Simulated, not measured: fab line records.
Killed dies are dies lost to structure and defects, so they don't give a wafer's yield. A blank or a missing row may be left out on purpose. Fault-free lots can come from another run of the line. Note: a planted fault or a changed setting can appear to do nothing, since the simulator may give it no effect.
What tool caused it? + flow sky130 + 6 lots, 18 wafers sampled, at 1 step of a route of 708

## WHAT THE GAUGES READ, wafer by wafer
SKY_SD_N_RS_MEAS_17: a four-point-probe measurement.
| lot  | measured     | on            | SD_P_RS (ohm/sq)  |
|------|--------------|---------------|-------------------|
| L244 | day 28 14:47 | film metro-03 | 147.5 147.2 147.0 |
| L246 | day 29 03:54 | film metro-04 | 147.0 146.6 147.0 |
| L252 | day 31 18:24 | film metro-03 | 146.7 146.9 147.2 |
| L256 | day 32 13:00 | film metro-02 | 147.1 146.8 147.5 |
| L262 | day 34 09:06 | film metro-02 | 146.9 146.7 147.7 |
| L264 | day 34 21:52 | film metro-02 | 147.3 147.5 147.3 |

## WHAT TOOL EACH LOT RAN ON (gives the tool, then ch and the chambers of the sampled wafers, and finally the start)
Record: no process step prior to these readings.

## THE ANSWER, worked out from the rows above alone
Rule: what is usual is taken from the lots themselves. The widest of any qualifying gaps counts: lots, ordered by their means at a reading, are off when they make up no more than a third of the lots, leave a main group of 4 or more, and stand apart from it by 3 or more times the standard deviation of that group's means. A main group is skipped when, at the precision printed for the reading in the tables above, its means are all equal. A lot without any number at a reading at which 4 lots or more have one is off too. All remaining lots with rows at the step are treated as sound.
No lot is off at any reading shown: from this, nothing can be told.

## WHAT THE SIMULATOR HAD PUT IN
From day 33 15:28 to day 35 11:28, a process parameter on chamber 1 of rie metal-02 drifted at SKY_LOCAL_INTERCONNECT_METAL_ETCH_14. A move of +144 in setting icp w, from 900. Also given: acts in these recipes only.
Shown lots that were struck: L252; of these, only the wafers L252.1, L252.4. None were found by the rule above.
